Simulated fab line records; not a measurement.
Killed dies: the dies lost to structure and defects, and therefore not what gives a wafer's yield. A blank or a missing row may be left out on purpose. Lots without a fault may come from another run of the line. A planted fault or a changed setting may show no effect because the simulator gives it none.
fab line records	flow sky130	part 1 of 2: steps 1 to 29 of 40
record: lots: 5	wafers: 15	last-day: 50
route steps=708 shown NWELL@73 PWDE@84 VT_ADJUST_HVTP@85 VT_ADJUST_LVTN@97
lots untouched by any fault: they come from a run of this same line in which no faults occurred
start-h: start of the lot's first displayed wafer, in hours after the record's first day	wait-h: hours from the lot's prior step to this one	" same as the row above	L1.1+2: several wafers, shown together as one row	- no value present, or no start provided	* or withheld: withheld	< > ~ a bound
route shown NAME@n: a module of which the file shows steps, and the number in the route of the first	usual: mean/standard deviation taken from wafers without a fault	same: alike in all rows	chamber/n: place in a boat	sites: the reading at each site	_std_site: standard deviation across them	_edge_site: mean of outer sites minus mean of inner sites	radius-mm: for every site, how far away it sits from the centre of the wafer	mask NAME#n: copy n	behind: tool/chamber where the wafer was last shaped	hold: why the lot went on hold/how many hours it stayed there/how the hold came to an end	device: the n, p or np transistor that did not switch	end of line: tests of these same wafers at the route's end	where a step has no rows: the recipe by itself	killed: at the first sort, the dies lost to defects and structure; wafer yield is something else	map: a wafer's dies, marking killed ones x, the rest . and places with no die _
set.NAME: the setting as run; set.NAME@STEP: as run at that earlier step	model.NAME: the simulator's own value behind a step, which no gauge read
lots seen at some steps along the route; tables by step, rows by wafer
services: from which hour (start-h, from the record's first day; less than 0 if before it) a tool's chamber was out of use, for how many hours, and why
== steps ==
step: SKY_NWELL_EXPOSE_20
recipe: mask-id: NWM_COMPLEMENT	na: 0.6	source-shape: conventional	sigma-outer: 0.6	polarization: unpolarized	target-cd-nm: 840	dose-mj: 260
usual: exposure-dose-mJ-cm2: 259.99/0.25	reticle-temp-C: 23.01/0.1
lot.wafer	tool	chamber	start-h	wait-h	mask	exposure-dose-mJ-cm2	reticle-temp-C
L075.2	iline-stepper-01	0	-	-	NWM_COMPLEMENT#0	259.96	23.27
L075.4	"	0	"	"	NWM_COMPLEMENT#0	260.17	23.13
L075.6	"	0	"	"	NWM_COMPLEMENT#0	259.89	23.12
L081.2	iline-stepper-01	0	-	-	NWM_COMPLEMENT#0	259.97	23.03
L081.4	"	0	"	"	NWM_COMPLEMENT#0	259.96	23.09
L081.6	"	0	"	"	NWM_COMPLEMENT#0	259.96	23.06
L084.3	iline-stepper-02	0	-	-	NWM_COMPLEMENT#0	259.98	23.02
L084.5	"	0	"	"	NWM_COMPLEMENT#0	259.64	23.08
L084.6	"	0	"	"	NWM_COMPLEMENT#0	260.32	23.09
L089.2	iline-stepper-01	0	-	-	NWM_COMPLEMENT#0	260.15	22.93
L089.5	"	0	"	"	NWM_COMPLEMENT#0	259.87	23.01
L089.6	"	0	"	"	NWM_COMPLEMENT#0	260.45	23.02
L095.1	iline-stepper-02	0	-	-	NWM_COMPLEMENT#0	260.09	22.95
L095.5	"	0	"	"	NWM_COMPLEMENT#0	260.02	22.95
L095.6	"	0	"	"	NWM_COMPLEMENT#0	259.87	23.05
step: SKY_NWELL_PEB_21
recipe: temp-c: 115	time-s: withheld
lot.wafer	tool	chamber	start-h	wait-h
L075.2+4+6	litho-track-03	0	-	-
L081.2+4+6	litho-track-03	0	-	-
L084.3+5+6	litho-track-02	0	-	-
L089.2+5+6	litho-track-04	0	-	-
L095.1+5+6	litho-track-04	0	-	-
step: SKY_NWELL_DEVELOP_22
recipe: wall-angle-deg: 90	developer: TMAH	develop-time-s: 60	dev-temp-c: 23
usual: developer-temp-C: 22.99/0.11
same: develop-time-s: 60
lot.wafer	tool	chamber	start-h	wait-h	developer-temp-C
L075.2	litho-track-03	0	-	-	22.89
L075.4	"	0	"	"	23.01
L075.6	"	0	"	"	23.02
L081.2	litho-track-03	0	-	-	23.01
L081.4	"	0	"	"	23.04
L081.6	"	0	"	"	23.18
L084.3	litho-track-02	0	-	-	22.96
L084.5	"	0	"	"	22.97
L084.6	"	0	"	"	22.91
L089.2	litho-track-04	0	-	-	23.01
L089.5	"	0	"	"	23.07
L089.6	"	0	"	"	23.10
L095.1	litho-track-04	0	-	-	22.82
L095.5	"	0	"	"	22.90
L095.6	"	0	"	"	22.85
step: SKY_NWELL_OVL_MEAS_23
usual: NWELL_01_OVL: -0.1/1.3
lot.wafer	tool	chamber	start-h	wait-h	NWELL_01_OVL[nm]
L075.2	overlay-01	-	102.23	-	4.1
L075.4	"	-	"	"	1.1
L075.6	"	-	"	"	0.4
L081.2	overlay-02	-	144.88	-	-4.0
L081.4	"	-	"	"	-1.6
L081.6	"	-	"	"	0.0
L084.3	overlay-01	-	172.39	-	-1.0
L084.5	"	-	"	"	1.2
L084.6	"	-	"	"	-0.5
L089.2	overlay-01	-	191.09	-	1.8
L089.5	"	-	"	"	2.1
L089.6	"	-	"	"	0.9
L095.1	overlay-01	-	232.89	-	-0.3
L095.5	"	-	"	"	1.0
L095.6	"	-	"	"	-0.2
step: SKY_NWELL_IMPLANT_24
recipe: species: B	energy-kev: 140	dose-cm2: 9.2e+12	tilt-deg: withheld
lot.wafer	tool	chamber	start-h	wait-h
L075.2+4+6	implanter-01	0	102.28	0.0
L081.2+4+6	implanter-03	0	144.93	0.0
L084.3+5+6	implanter-03	0	172.47	0.1
L089.2+5+6	implanter-02	0	191.15	0.0
L095.1+5+6	implanter-03	0	232.92	0.0
step: SKY_NWELL_STRIP_25
recipe: chemistry: O2/N2	power-w: 1400	pressure-mtorr: 1500	platen-temp-c: withheld	o2-flow-sccm: 3000	n2-flow-sccm: 300	overash-fraction: 0.5
usual: drypump-motor-current-A: 5.6/0.47	n2-flow-sccm: 299.9/0.85	oes-product-au: 0.723/0.0045	strip-time-to-endpoint-s: 36.93/0.11
same: overash-fraction: 0.5
lot.wafer	tool	chamber	start-h	wait-h	drypump-motor-current-A	n2-flow-sccm	oes-product-au	rf-hours-counter-h	strip-time-to-endpoint-s
L075.2	plasma-asher-03	0	102.41	0.1	5.8	299.5	0.722	40	36.97
L075.4	"	1	"	"	5.3	301.4	0.728	-	36.82
L075.6	"	1	"	"	5.3	300.5	0.715	-	36.77
L081.2	plasma-asher-04	0	145.06	0.1	6.8	299.9	0.718	33	37.09
L081.4	"	0	"	"	6.8	300.3	0.723	-	37.10
L081.6	"	1	"	"	5.3	299.3	0.714	-	37.07
L084.3	plasma-asher-01	1	172.60	0.1	5.5	299.4	0.724	-	37.08
L084.5	"	0	"	"	5.2	299.0	0.717	-	37.07
L084.6	"	1	"	"	5.5	300.5	0.723	-	36.96
L089.2	plasma-asher-04	0	191.27	0.1	6.8	300.8	0.722	37	36.71
L089.5	"	1	"	"	5.3	299.6	0.728	-	36.86
L089.6	"	0	"	"	6.8	300.2	0.723	-	36.87
L095.1	plasma-asher-01	0	233.07	0.1	5.2	298.2	0.720	55	37.01
L095.5	"	1	"	"	5.4	301.4	0.726	-	36.92
L095.6	"	0	"	"	5.2	299.7	0.718	-	37.05
step: SKY_NWELL_TW_MEAS_26
usual: NWELL_2_TW: 489/3.1
lot.wafer	tool	chamber	start-h	wait-h	NWELL_2_TW
L075.2	film-metro-01	-	102.52	0.1	485
L075.4	"	-	"	"	487
L075.6	"	-	"	"	487
L081.2	film-metro-04	-	145.17	0.1	488
L081.4	"	-	"	"	486
L081.6	"	-	"	"	486
L084.3	film-metro-04	-	172.69	0.1	491
L084.5	"	-	"	"	490
L084.6	"	-	"	"	492
L089.2	film-metro-04	-	191.38	0.1	488
L089.5	"	-	"	"	489
L089.6	"	-	"	"	485
L095.1	film-metro-04	-	233.17	0.1	490
L095.5	"	-	"	"	490
L095.6	"	-	"	"	489
step: SKY_NWELL_CLEAN_27
recipe: chemistry: SC1/SC2	mix: 1:4:20	temp-c: 70	time-s: 150	dry: n2-spin
lot.wafer	tool	chamber	start-h	wait-h
L075.2+4+6	wet-bench-04	3	102.57	0.0
L081.2+4+6	wet-bench-02	1	145.22	0.0
L084.3+5+6	wet-bench-04	2	172.73	0.0
L089.2+5+6	wet-bench-04	0	191.43	0.0
L095.1+5+6	wet-bench-02	3	233.23	0.1
step: SKY_NWELL_RTA_28
recipe: temp-c: 1050	time-s: 30	idle-temp-c: 650	ramp-up-c-per-s: 150	ramp-down-c-per-s: 90	ambient: N2
usual: lamp-power-pct: 25.30/0.055	wafer_temp_C_max: 1054.9/0.97
lot.wafer	tool	chamber	start-h	wait-h	lamp-power-pct	wafer_temp_C_max
L075.2	rtp-anneal-02	0	102.64	0.0	25.26	1054.0
L075.4	"	0	"	"	25.27	1054.6
L075.6	"	0	"	"	25.29	1055.5
L081.2	rtp-anneal-01	0	145.28	0.0	25.31	1055.3
L081.4	"	0	"	"	25.32	1055.2
L081.6	"	0	"	"	25.34	1054.0
L084.3	rtp-anneal-02	0	172.86	0.0	25.30	1053.1
L084.5	"	0	"	"	25.22	1054.9
L084.6	"	0	"	"	25.24	1055.6
L089.2	rtp-anneal-01	0	191.51	0.0	25.23	1054.2
L089.5	"	0	"	"	25.29	1053.6
L089.6	"	0	"	"	25.28	1054.8
L095.1	rtp-anneal-01	0	233.28	0.0	25.28	1055.3
L095.5	"	0	"	"	25.23	1053.5
L095.6	"	0	"	"	25.14	1053.8
step: SKY_NWELL_RS_MEAS_29
recipe: thk-meas-gauge: four-point-probe
usual: NWELL_RS: 624.0/1.5
lot.wafer	tool	chamber	start-h	wait-h	NWELL_RS[ohm/sq]
L075.2	film-metro-02	-	102.74	0.1	623.6
L075.4	"	-	"	"	624.8
L075.6	"	-	"	"	623.4
L081.2	film-metro-04	-	145.39	0.1	625.3
L081.4	"	-	"	"	624.1
L081.6	"	-	"	"	623.2
L084.3	film-metro-02	-	172.97	0.1	623.6
L084.5	"	-	"	"	624.3
L084.6	"	-	"	"	625.8
L089.2	film-metro-02	-	191.61	0.1	623.0
L089.5	"	-	"	"	623.6
L089.6	"	-	"	"	624.2
L095.1	film-metro-01	-	233.38	0.1	625.2
L095.5	"	-	"	"	624.7
L095.6	"	-	"	"	624.3
step: SKY_NWELL_RS_MEAS_31
recipe: thk-meas-gauge: four-point-probe
usual: PWDE_RS: 5276/20
lot.wafer	tool	chamber	start-h	wait-h	PWDE_RS[ohm/sq]
L075.2	film-metro-02	-	102.98	0.1	5247
L075.4	"	-	"	"	5244
L075.6	"	-	"	"	5252
L081.2	film-metro-04	-	145.63	0.1	5272
L081.4	"	-	"	"	5298
L081.6	"	-	"	"	5287
L084.3	film-metro-02	-	173.21	0.1	5311
L084.5	"	-	"	"	5291
L084.6	"	-	"	"	5282
L089.2	film-metro-02	-	191.85	0.1	5311
L089.5	"	-	"	"	5265
L089.6	"	-	"	"	5289
L095.1	film-metro-01	-	233.62	0.1	5276
L095.5	"	-	"	"	5284
L095.6	"	-	"	"	5266
step: SKY_VT_ADJUST_HVTP_DEHYDRATE_00
recipe: temp-c: 200	time-s: 60
lot.wafer	tool	chamber	start-h	wait-h
L075.2+4+6	litho-track-03	0	112.10	9.1
L081.2+4+6	litho-track-01	0	155.35	9.7
L084.3+5+6	litho-track-02	0	182.78	9.6
L089.2+5+6	litho-track-01	0	203.35	11.5
L095.1+5+6	litho-track-02	0	244.43	10.8
step: SKY_VT_ADJUST_HVTP_HMDS_01
recipe: prime-time-s: 60	prime-temp-c: 120
lot.wafer	tool	chamber	start-h	wait-h
L075.2+4+6	litho-track-03	0	112.25	0.1
L081.2+4+6	litho-track-01	0	155.50	0.1
L084.3+5+6	litho-track-02	0	182.93	0.1
L089.2+5+6	litho-track-01	0	203.50	0.1
L095.1+5+6	litho-track-02	0	244.58	0.1
step: SKY_VT_ADJUST_HVTP_COAT_02
recipe: resist: NOVOLAK	spin-rpm: 3000	resist-thk-nm: 1140
lot.wafer	tool	chamber	start-h	wait-h
L075.2+4+6	litho-track-03	0	112.40	0.1
L081.2+4+6	litho-track-01	0	155.65	0.1
L084.3+5+6	litho-track-02	0	183.08	0.1
L089.2+5+6	litho-track-01	0	203.65	0.1
L095.1+5+6	litho-track-02	0	244.73	0.1
step: SKY_VT_ADJUST_HVTP_SOFTBAKE_03
recipe: temp-c: 90	time-s: 60	resist: NOVOLAK
lot.wafer	tool	chamber	start-h	wait-h
L075.2+4+6	litho-track-03	0	112.55	0.1
L081.2+4+6	litho-track-01	0	155.80	0.1
L084.3+5+6	litho-track-02	0	183.23	0.1
L089.2+5+6	litho-track-01	0	203.80	0.1
L095.1+5+6	litho-track-02	0	244.88	0.1
step: SKY_VT_ADJUST_HVTP_EXPOSE_04
recipe: mask-id: HVTPM	na: 0.6	source-shape: conventional	sigma-outer: 0.6	polarization: unpolarized	target-cd-nm: 380	dose-mj: 140
usual: exposure-dose-mJ-cm2: 139.98/0.16	reticle-temp-C: 23.00/0.1
lot.wafer	tool	chamber	start-h	wait-h	mask	exposure-dose-mJ-cm2	reticle-temp-C
L075.2	iline-stepper-01	0	-	-	HVTPM#0	139.97	23.02
L075.4	"	0	"	"	HVTPM#0	139.85	22.89
L075.6	"	0	"	"	HVTPM#0	139.84	23.01
L081.2	iline-stepper-01	0	-	-	HVTPM#0	140.17	22.93
L081.4	"	0	"	"	HVTPM#0	140.28	22.88
L081.6	"	0	"	"	HVTPM#0	140.13	23.03
L084.3	iline-stepper-02	0	-	-	HVTPM#0	139.91	23.03
L084.5	"	0	"	"	HVTPM#0	139.78	22.99
L084.6	"	0	"	"	HVTPM#0	139.71	23.26
L089.2	iline-stepper-01	0	-	-	HVTPM#0	139.95	23.21
L089.5	"	0	"	"	HVTPM#0	140.19	23.07
L089.6	"	0	"	"	HVTPM#0	140.24	23.06
L095.1	iline-stepper-01	0	-	-	HVTPM#0	139.71	22.80
L095.5	"	0	"	"	HVTPM#0	139.98	23.04
L095.6	"	0	"	"	HVTPM#0	139.94	23.07
step: SKY_VT_ADJUST_HVTP_PEB_05
recipe: temp-c: withheld	time-s: *	resist: NOVOLAK
lot.wafer	tool	chamber	start-h	wait-h
L075.2+4+6	litho-track-01	0	-	-
L081.2+4+6	litho-track-03	0	-	-
L084.3+5+6	litho-track-02	0	-	-
L089.2+5+6	litho-track-01	0	-	-
L095.1+5+6	litho-track-02	0	-	-
step: SKY_VT_ADJUST_HVTP_DEVELOP_06
recipe: resist: NOVOLAK	developer: TMAH	develop-time-s: 60	dev-temp-c: 23
usual: developer-temp-C: 22.99/0.091
same: develop-time-s: 60
lot.wafer	tool	chamber	start-h	wait-h	developer-temp-C
L075.2	litho-track-01	0	121.45	0.1	22.99
L075.4	"	0	"	"	23.05
L075.6	"	0	"	"	23.03
L081.2	litho-track-03	0	166.00	0.1	23.00
L081.4	"	0	"	"	23.00
L081.6	"	0	"	"	22.82
L084.3	litho-track-02	0	194.23	0.1	22.98
L084.5	"	0	"	"	22.99
L084.6	"	0	"	"	22.94
L089.2	litho-track-01	0	214.90	0.1	23.16
L089.5	"	0	"	"	22.84
L089.6	"	0	"	"	22.89
L095.1	litho-track-02	0	256.93	0.1	22.92
L095.5	"	0	"	"	22.97
L095.6	"	0	"	"	22.97
step: SKY_VT_ADJUST_HVTP_CD_MEAS_07
recipe: target-cd-nm: 380
usual: cd-nm: 379.6/2.5
lot.wafer	tool	chamber	start-h	wait-h	cd-nm
L075.2	cd-sem-01	-	121.60	0.1	379.6
L075.4	"	-	"	"	381.3
L075.6	"	-	"	"	379.4
L081.2	cd-sem-01	-	166.14	0.1	380.3
L081.4	"	-	"	"	377.5
L081.6	"	-	"	"	381.2
L084.3	cd-sem-01	-	194.37	0.1	376.1
L084.5	"	-	"	"	377.6
L084.6	"	-	"	"	378.5
L089.2	cd-sem-02	-	215.05	0.1	374.9
L089.5	"	-	"	"	374.1
L089.6	"	-	"	"	376.3
L095.1	cd-sem-02	-	257.08	0.1	378.7
L095.5	"	-	"	"	377.1
L095.6	"	-	"	"	379.7
step: SKY_VT_ADJUST_HVTP_OVL_MEAS_08
usual: VT_ADJUST_HVTP_OVL: 0.1/1.2
lot.wafer	tool	chamber	start-h	wait-h	VT_ADJUST_HVTP_OVL[nm]
L075.2	overlay-02	-	121.70	0.1	-2.2
L075.4	"	-	"	"	-0.9
L075.6	"	-	"	"	0.8
L081.2	overlay-02	-	166.25	0.1	-0.6
L081.4	"	-	"	"	1.0
L081.6	"	-	"	"	-0.2
L084.3	overlay-01	-	194.46	0.1	-0.3
L084.5	"	-	"	"	-0.6
L084.6	"	-	"	"	0.4
L089.2	overlay-02	-	215.15	0.1	0.4
L089.5	"	-	"	"	-2.0
L089.6	"	-	"	"	0.3
L095.1	overlay-01	-	257.20	0.1	0.5
L095.5	"	-	"	"	-0.1
L095.6	"	-	"	"	-1.3
step: SKY_VT_ADJUST_HVTP_IMPLANT_09
recipe: species: As	energy-kev: 150	dose-cm2: 4.3e+12	tilt-deg: withheld
lot.wafer	tool	chamber	start-h	wait-h
L075.2+4+6	implanter-01	0	121.76	0.0
L081.2+4+6	implanter-04	0	166.30	0.0
L084.3+5+6	implanter-04	0	194.54	0.1
L089.2+5+6	implanter-04	0	215.21	0.0
L095.1+5+6	implanter-04	0	257.24	0.0
step: SKY_VT_ADJUST_HVTP_STRIP_10
recipe: chemistry: O2/N2	power-w: 1400	pressure-mtorr: 1500	platen-temp-c: withheld	o2-flow-sccm: 3000	n2-flow-sccm: 300	overash-fraction: 0.5
usual: drypump-motor-current-A: 5.9/0.54	n2-flow-sccm: 300.0/1.6	oes-product-au: 0.715/0.0042	strip-time-to-endpoint-s: 14.17/0.044
same: overash-fraction: 0.5
lot.wafer	tool	chamber	start-h	wait-h	drypump-motor-current-A	n2-flow-sccm	oes-product-au	rf-hours-counter-h	strip-time-to-endpoint-s
L075.2	plasma-asher-03	1	121.88	0.1	5.3	301.1	0.720	42	14.10
L075.4	"	1	"	"	5.3	300.3	0.720	-	14.17
L075.6	"	1	"	"	5.4	299.4	0.713	-	14.17
L081.2	plasma-asher-02	1	166.43	0.1	5.9	297.9	0.714	4	14.20
L081.4	"	0	"	"	6.3	299.6	0.723	-	14.14
L081.6	"	1	"	"	5.9	298.9	0.722	-	14.15
L084.3	plasma-asher-03	1	194.67	0.1	5.3	299.6	0.710	-	14.24
L084.5	"	1	"	"	5.3	300.3	0.711	-	14.22
L084.6	"	0	"	"	5.8	299.4	0.716	-	14.25
L089.2	plasma-asher-02	0	215.33	0.1	6.3	300.0	0.715	9	14.19
L089.5	"	0	"	"	6.3	297.9	0.718	-	14.23
L089.6	"	1	"	"	5.8	300.2	0.713	-	14.19
L095.1	plasma-asher-02	1	257.39	0.1	5.9	300.6	0.720	12	14.25
L095.5	"	1	"	"	5.9	299.1	0.713	-	14.28
L095.6	"	0	"	"	6.3	299.9	0.716	-	14.23
step: SKY_VT_ADJUST_HVTP_TW_MEAS_11
usual: VT_ADJUST_HVTP_TW: 1336/7.5
lot.wafer	tool	chamber	start-h	wait-h	VT_ADJUST_HVTP_TW
L075.2	film-metro-04	-	121.99	0.1	1331
L075.4	"	-	"	"	1343
L075.6	"	-	"	"	1342
L081.2	film-metro-03	-	166.54	0.1	1343
L081.4	"	-	"	"	1348
L081.6	"	-	"	"	1345
L084.3	film-metro-03	-	194.76	0.1	1350
L084.5	"	-	"	"	1346
L084.6	"	-	"	"	1344
L089.2	film-metro-04	-	215.44	0.1	1336
L089.5	"	-	"	"	1340
L089.6	"	-	"	"	1335
L095.1	film-metro-03	-	257.49	0.1	1343
L095.5	"	-	"	"	1342
L095.6	"	-	"	"	1340
step: SKY_VT_ADJUST_LVTN_DEHYDRATE_00
recipe: temp-c: 200	time-s: 60
lot.wafer	tool	chamber	start-h	wait-h
L075.2+4+6	litho-track-03	0	131.55	9.5
L081.2+4+6	litho-track-03	0	175.60	9.0
L084.3+5+6	litho-track-03	0	205.62	10.9
L089.2+5+6	litho-track-04	0	227.11	11.7
L095.1+5+6	litho-track-03	0	268.32	10.8
step: SKY_VT_ADJUST_LVTN_HMDS_01
recipe: prime-time-s: 60	prime-temp-c: 120
lot.wafer	tool	chamber	start-h	wait-h
L075.2+4+6	litho-track-03	0	131.70	0.1
L081.2+4+6	litho-track-03	0	175.75	0.1
L084.3+5+6	litho-track-03	0	205.77	0.1
L089.2+5+6	litho-track-04	0	227.26	0.1
L095.1+5+6	litho-track-03	0	268.47	0.1
step: SKY_VT_ADJUST_LVTN_COAT_02
recipe: spin-rpm: 2000	resist-thk-nm: 3000
lot.wafer	tool	chamber	start-h	wait-h
L075.2+4+6	litho-track-03	0	131.85	0.1
L081.2+4+6	litho-track-03	0	175.90	0.1
L084.3+5+6	litho-track-03	0	205.92	0.1
L089.2+5+6	litho-track-04	0	227.41	0.1
L095.1+5+6	litho-track-03	0	268.62	0.1
step: SKY_VT_ADJUST_LVTN_SOFTBAKE_03
recipe: temp-c: 110	time-s: withheld
lot.wafer	tool	chamber	start-h	wait-h
L075.2+4+6	litho-track-03	0	132.00	0.1
L081.2+4+6	litho-track-03	0	176.05	0.1
L084.3+5+6	litho-track-03	0	206.09	0.1
L089.2+5+6	litho-track-04	0	227.57	0.1
L095.1+5+6	litho-track-03	0	268.77	0.1
step: SKY_VT_ADJUST_LVTN_EXPOSE_04
recipe: mask-id: NWM_COMPLEMENT_LESS_NATIVE	na: 0.6	source-shape: conventional	sigma-outer: 0.6	polarization: unpolarized	target-cd-nm: 840	dose-mj: 194
usual: exposure-dose-mJ-cm2: 194.00/0.2	reticle-temp-C: 23.00/0.1
lot.wafer	tool	chamber	start-h	wait-h	mask	exposure-dose-mJ-cm2	reticle-temp-C
L075.2	iline-stepper-01	0	-	-	NWM_COMPLEMENT_LESS_NATIVE#0	194.04	22.92
L075.4	"	0	"	"	NWM_COMPLEMENT_LESS_NATIVE#0	194.04	22.98
L075.6	"	0	"	"	NWM_COMPLEMENT_LESS_NATIVE#0	193.97	22.92
L081.2	iline-stepper-02	0	-	-	NWM_COMPLEMENT_LESS_NATIVE#0	194.30	22.86
L081.4	"	0	"	"	NWM_COMPLEMENT_LESS_NATIVE#0	194.42	22.89
L081.6	"	0	"	"	NWM_COMPLEMENT_LESS_NATIVE#0	194.36	22.94
L084.3	iline-stepper-02	0	-	-	NWM_COMPLEMENT_LESS_NATIVE#0	194.15	23.04
L084.5	"	0	"	"	NWM_COMPLEMENT_LESS_NATIVE#0	193.98	23.12
L084.6	"	0	"	"	NWM_COMPLEMENT_LESS_NATIVE#0	194.07	23.15
L089.2	iline-stepper-02	0	-	-	NWM_COMPLEMENT_LESS_NATIVE#0	194.33	22.88
L089.5	"	0	"	"	NWM_COMPLEMENT_LESS_NATIVE#0	193.96	23.09
L089.6	"	0	"	"	NWM_COMPLEMENT_LESS_NATIVE#0	194.10	22.97
L095.1	iline-stepper-01	0	-	-	NWM_COMPLEMENT_LESS_NATIVE#0	193.92	22.90
L095.5	"	0	"	"	NWM_COMPLEMENT_LESS_NATIVE#0	193.47	23.01
L095.6	"	0	"	"	NWM_COMPLEMENT_LESS_NATIVE#0	193.85	22.96
step: SKY_VT_ADJUST_LVTN_PEB_05
recipe: temp-c: 115	time-s: withheld
lot.wafer	tool	chamber	start-h	wait-h
L075.2+4+6	litho-track-01	0	-	-
L081.2+4+6	litho-track-01	0	-	-
L084.3+5+6	litho-track-04	0	-	-
L089.2+5+6	litho-track-03	0	-	-
L095.1+5+6	litho-track-04	0	-	-
